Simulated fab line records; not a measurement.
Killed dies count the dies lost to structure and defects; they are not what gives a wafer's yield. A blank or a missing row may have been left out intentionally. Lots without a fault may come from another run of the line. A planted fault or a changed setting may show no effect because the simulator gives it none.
Which of the tools did it? | flow gf180mcu | Sampling: 14 lots, 42 wafers, 3 of 602 route steps

## WHAT THE GAUGES SHOWED, per wafer
GF_HV_LDD_TW_MEAS_50.
lot  | measured     | on            | HV_LDD_4_TW
L827 | day 12 13:15 | film_metro-04 | 569 570 572
L830 | day 13 12:08 | film_metro-01 | 570 570 572
L831 | day 13 18:28 | film_metro-04 | 565 567 570
L832 | day 14 10:27 | film_metro-01 | 567 569 568
L833 | day 15 01:41 | film_metro-03 | 560 557 559
L835 | day 16 00:27 | film_metro-01 | 572 571 570
L836 | day 16 12:37 | film_metro-01 | 569 568 568
L837 | day 16 21:54 | film_metro-01 | 30 30 30
L840 | day 17 00:02 | film_metro-01 | 30 30 30
L845 | day 18 18:15 | film_metro-04 | 565 565 568
L846 | day 18 22:54 | film_metro-01 | 572 571 569
L847 | day 19 08:25 | film_metro-01 | 570 573 575
L848 | day 19 16:18 | film_metro-03 | 559 559 560
L849 | day 20 01:16 | film_metro-03 | 559 558 558

GF_SALICIDE_RS_MEAS_04: measures by four-point-probe.
lot  | measured     | on            | SALICIDE_TIN_RS (ohm/sq)
L827 | day 15 08:18 | film_metro-02 | 16.9 16.8 16.0
L830 | day 16 08:53 | film_metro-03 | 16.1 16.6 16.6
L831 | day 16 15:22 | film_metro-01 | 15.8 16.3 16.4
L832 | day 17 09:29 | film_metro-02 | 16.1 15.9 16.1
L833 | day 17 23:49 | film_metro-02 | 16.7 16.3 16.1
L835 | day 19 01:14 | film_metro-02 | 16.5 15.8 15.7
L836 | day 19 16:10 | film_metro-01 | 16.2 16.7 16.8
L845 | day 21 21:13 | film_metro-01 | 17.0 16.2 16.5
L846 | day 22 03:01 | film_metro-02 | 16.8 17.0 16.5
L847 | day 22 12:13 | film_metro-01 | 17.1 17.0 17.1
L848 | day 22 19:14 | film_metro-01 | 16.8 17.2 16.6
L849 | day 23 04:38 | film_metro-02 | 17.0 16.4 17.0

## WHICH TOOL RAN EACH LOT (tool, then ch and the chambers of the sampled wafers, then the start)
lot  | GF_HV_LDD_IMPLANT_48
L827 | implanter-02 ch 0, day 12 13:00
L830 | implanter-01 ch 0, day 13 11:55
L831 | implanter-02 ch 0, day 13 18:15
L832 | implanter-03 ch 0, day 14 10:12
L833 | implanter-01 ch 0, day 15 01:28
L835 | implanter-03 ch 0, day 16 00:12
L836 | implanter-01 ch 0, day 16 12:24
L837 | implanter-02, day 16 21:39
L840 | implanter-02, day 16 23:49
L845 | implanter-02 ch 0, day 18 18:00
L846 | implanter-03 ch 0, day 18 22:39
L847 | implanter-03 ch 0, day 19 08:10
L848 | implanter-02 ch 0, day 19 16:03
L849 | implanter-02 ch 0, day 20 01:01
- GF_HV_LDD_IMPLANT_48

## AS READ BY THE TOOLS THEMSELVES (means over the sampled wafers that have a number; for cases with no such wafer, the mark the record gives instead)
GF_HV_LDD_IMPLANT_48.
lot  | tool         | beam_energy_keV | beam_on_s (s)
L827 | implanter-02 | 25.007          | 9.88
L830 | implanter-01 | 24.997          | 10.10
L831 | implanter-02 | 25.004          | 10.01
L832 | implanter-03 | 24.999          | 9.91
L833 | implanter-01 | 25.001          | 9.93
L835 | implanter-03 | 25.007          | 9.90
L836 | implanter-01 | 25.004          | 10.09
L837 | implanter-02 | -               | -
L840 | implanter-02 | -               | -
L845 | implanter-02 | 24.997          | 10.03
L846 | implanter-03 | 25.004          | 10.08
L847 | implanter-03 | 24.999          | 9.84
L848 | implanter-02 | 24.986          | 9.88
L849 | implanter-02 | 25.006          | 10.04

## THE ANSWER, worked out from the rows above alone
Rule: usual is defined by the lots themselves. Put in order of their means at a reading, lots are off if they are a third of the lots or fewer, leave a main group of 4 or more, and stand apart from it by a gap of 3 or more times the standard deviation of the main group's means; of several such gaps the widest counts. Not used: any main group whose means are identical at the precision the tables above print for the reading. Also off: a lot with no number at a reading for which 4 or more lots have one. Where the step has rows for the other lots, those lots are counted as sound. After the gauges, taken in route order, come the tools' own readings; for these a lot's mean is taken, as printed above. The first step at which some lot is off is used, and at that step the reading that is off furthest; a lot without a number counts as furthest.
Off: at GF_HV_LDD_TW_MEAS_50 (HV_LDD_4_TW), L837, L840. Mean 567 and standard deviation 4.9 in the main group.
A tool fits if, at a process step before that reading, it ran every lot that is off, and no sound lot after the first of them. Not tried: the gauges at GF_HV_LDD_TW_MEAS_50; whatever is off there is also off at GF_HV_LDD_IMPLANT_48, on other tools, and gauge error can't account for it. Of those tried, none fits.

## WHAT HAD BEEN PUT IN BY THE SIMULATOR
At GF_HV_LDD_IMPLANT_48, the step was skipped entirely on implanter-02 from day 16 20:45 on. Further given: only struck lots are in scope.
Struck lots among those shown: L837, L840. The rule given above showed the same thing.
